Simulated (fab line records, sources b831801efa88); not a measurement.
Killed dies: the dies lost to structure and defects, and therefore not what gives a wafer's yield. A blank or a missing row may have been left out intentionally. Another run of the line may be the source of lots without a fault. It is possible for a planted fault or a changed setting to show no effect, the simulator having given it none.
Code-filled problem report in 8D (eight disciplines) form :: flow gf180mcu :: the parts of the form that need people (team, actions taken, sign-off) are left out

## 1. WHAT IS WRONG
Mean of cdNm at GF_M3_CD_MEAS_14: 236.7 nm across 2 wafers in 2 lots; on wafers with no fault it is 280.0 nm (standard deviation 1.2). That is -36 standard deviations from the usual mean.
The step: target cd 280 nm.
Earliest sighting: wafer L660.5 on cdSem-01 at day 28 16:26. At this step, 37 wafers from 13 lots have a number in the record. Rule for "out", or "out of limits": more than 4 standard deviations from the usual mean. Any other wafer with a number is counted as sound.

## 2. WHAT THIS IS AND IS NOT
question: which readings at this step
is: cdNm
is not: -

question: which lots
is: L660, L661
is not: L638, L639, L640, L641, L644, L645, L646, L647, L649, L650, L651

question: which wafers of those lots
is: L660.5, L661.5
is not: L660.1, L661.2

question: read on which gauges
is: cdSem-01
is not: cdSem-02

question: when
is: from day 28 16:26
is not: up to then (34 sound wafers); but 1 sound wafer of L661 came after

## 3. SUSPECTS, AND WHAT RULES EACH OUT
Counting: any tool at a process step up to the reading remains a suspect provided it ran every lot that is out. Sound lots after the first of them don't rule it out here, since some wafers of a struck lot are sound.
- the gauge at GF_M3_CD_MEAS_14 has been ruled out. All the wafers that are out were read on cdSem-01, but those of them that GF_PASSIVATION_PROBE_99 has rows for are out there too, on other tools.
- pvdSputter-01 at GF_M1_SPUTTER_03 (material Ti, target thk 10 nm, time 6.7 s): kept. It processed each lot that is out (first: L660, day 24 04:07); up to then, its last sound lot is L650 (day 20 15:14).
- rieDiel-01 at GF_V2_ETCH_16 (etches BARC in N2/H2): kept. It processed each lot that is out (first: L660, day 27 19:29); up to then, its last sound lot is L651 (day 24 23:05).
- krfScanner-01 at GF_M3_EXPOSE_11 (exposes mask Metal3, target cd 280 nm): kept. It processed each lot that is out (first: L660, day 28 06:44); up to then, its last sound lot is L649 (day 24 18:39).
- Within rieDiel-01 at GF_V2_ETCH_16: the wafers that are out ran in chambers 0, 1; their sound lot-mates ran in chambers 2, 3.
After the count, these remain: pvdSputter-01 at GF_M1_SPUTTER_03, rieDiel-01 at GF_V2_ETCH_16 and krfScanner-01 at GF_M3_EXPOSE_11.

## 4. THE CAUSE (what the simulator had put in)
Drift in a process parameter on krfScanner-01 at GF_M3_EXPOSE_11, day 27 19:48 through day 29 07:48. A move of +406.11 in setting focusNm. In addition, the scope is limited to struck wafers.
Counting left 3 suspects, and this tool is among them.

## 5. SEQUENCE OF EFFECTS, ordered by route
Each row: a reading whose mean over the struck wafers that have a number lies more than 3 standard deviations from the usual. Readings are gone through only where the record gives a usual standard deviation; hours: the median, over the lots, of the time from a lot's start at the first step in this table giving one to that lot's start at this step; sigmas: the change measured in usual standard deviations.
hours: 0
step: GF_M3_CD_MEAS_14
reading: cdNm
usual: 280.0 nm
on struck wafers: 236.7
change: -43.3
sigmas: -36

hours: 149
step: GF_PASSIVATION_PROBE_99
reading: defectLimitedYield
usual: 90.2 %
on struck wafers: 77.2
change: -13.0
sigmas: -9.3

hours: 149
step: GF_PASSIVATION_PROBE_99
reading: killed_at_M0_to_M3
usual: 21
on struck wafers: 78
change: +56
sigmas: +12

hours: 149
step: GF_PASSIVATION_PROBE_99
reading: killedDies
usual: 48
on struck wafers: 112
change: +64
sigmas: +9.6

hours: 149
step: GF_PASSIVATION_PROBE_99
reading: killedOnRim
usual: 9.7
on struck wafers: 42.5
change: +32.8
sigmas: +12

hours: 149
step: GF_PASSIVATION_PROBE_99
reading: sort_bin_5_function
usual: 5.7 %
on struck wafers: 18.1
change: +12.4
sigmas: +11

hours: 149
step: GF_PASSIVATION_PROBE_99
reading: sortNPass
usual: 444
on struck wafers: 380
change: -64
sigmas: -9.6

hours: 149
step: GF_PASSIVATION_PROBE_99
reading: sortYieldPct
usual: 90.2 %
on struck wafers: 77.2
change: -13.0
sigmas: -9.3
The process steps in it:
- GF_PASSIVATION_PROBE_99

## 6. HOW IT WOULD HAVE BEEN CAUGHT EARLIER
In this record the first reading out of limits at a measuring or inspecting step was taken at day 28 16:26, 21 hours after the fault began at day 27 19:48.
By day 28 16:26 the whole set of lots that are out, 2 in number, had already begun GF_M3_EXPOSE_11 on krfScanner-01. None of them would have been spared by holding the tool at that moment.
